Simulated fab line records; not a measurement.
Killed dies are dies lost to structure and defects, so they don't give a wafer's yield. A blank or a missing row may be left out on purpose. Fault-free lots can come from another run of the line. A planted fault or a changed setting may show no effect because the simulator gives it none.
A lot that was struck, set against a sound lot    flow gf180mcu    14 steps out of a route of 602
Sound: wafers L627.1, L627.2, L627.4. Wafers struck: L637.1, L637.2, L637.6. At the end, the cause is stated.
Each step with rows lists, per side, the tool, then ch with its chambers, then its first start. Under that, the readings that differ: sound wafers    struck wafers    difference of the means    sigmas: that difference in standard deviations of wafers without a fault.
alike: readings with means less than 2 such deviations apart, plus words and numbers identical on both sides. not compared: withheld readings, readings lacking a value on some wafer, bounds such as >300 that could conceal the same value, and numbers that have no deviation in the record and whose values overlap.
A row with sigmas, a row that says differs or no value, or rows on one side alone: a step with any of these is where the two part. Numbers that have no deviation but don't overlap get no sigmas and don't part them. A reading that every wafer of one side lacks parts them only if that side has two wafers or more.

first, 4 steps without rows for these wafers: GF_MIM_SOFTBAKE_15 (time 60 s); GF_MIM_EXPOSE_16 (exposes mask FuseTop, target cd 2000 nm); GF_MIM_PEB_17; GF_MIM_DEVELOP_18 (develop time 60 s).
GF_MIM_METAL_ETCH_19: etches the open film in Cl2/BCl3, stops on Si3N4, target depth 324.5 nm, time 54.1 s.
  sound on rieMetal-01 ch 0,1, day 29 12:18; struck on rieMetal-01 ch 0, day 31 18:00
  alike: chamberPressureMTorr, drypumpMotorCurrentA, mfcCl2Sccm, oesProductAu, throttleValvePct
  not compared: rfHoursCounterH
GF_MIM_STRIP_20: strips in O2/N2.
  sound on plasmaAsher-04 ch 0,1, day 29 12:22; struck on plasmaAsher-03 ch 0,1, day 31 18:08
reading                   sound              struck             difference  sigmas
stripTimeToEndpointS (s)  11.31 11.33 11.30  11.23 11.20 11.20  -0.10       -3
  alike: chamberPressureMTorr, drypumpMotorCurrentA, heaterPowerW, oesProductAu
  not compared: rfHoursCounterH
then, 6 steps without rows for these wafers: GF_MIM_STRIP_21 (strips in post etch residue remover, time 1200 s); GF_MIM_CLEAN_22 (cleans in DIW); GF_M5_DEHYDRATE_00 (time 60 s); GF_M5_HMDS_01 (prime time 60 s); GF_M5_COAT_02 (resist thk 1000 nm); GF_M5_SOFTBAKE_03 (time 60 s).
GF_M5_EXPOSE_04: exposes mask Metal5, target cd 280 nm.
  sound on krfScanner-01 ch 0, day 29 22:23; struck on krfScanner-01, day 32 03:16
  no value came back on the struck wafers for exposureDoseMJCm2, focusOffsetNm (nm), stageVelMmS (mm/s); on the sound wafers exposureDoseMJCm2 reads 27.944 27.949 27.968
  alike: mask
then, 1 step without rows for these wafers: GF_M5_PEB_05 (peb time 90 s).

== WHERE THEY PART ==
Earliest at GF_MIM_STRIP_20; latest, in this record, at GF_M5_EXPOSE_04.

WHY: what the simulator had put in
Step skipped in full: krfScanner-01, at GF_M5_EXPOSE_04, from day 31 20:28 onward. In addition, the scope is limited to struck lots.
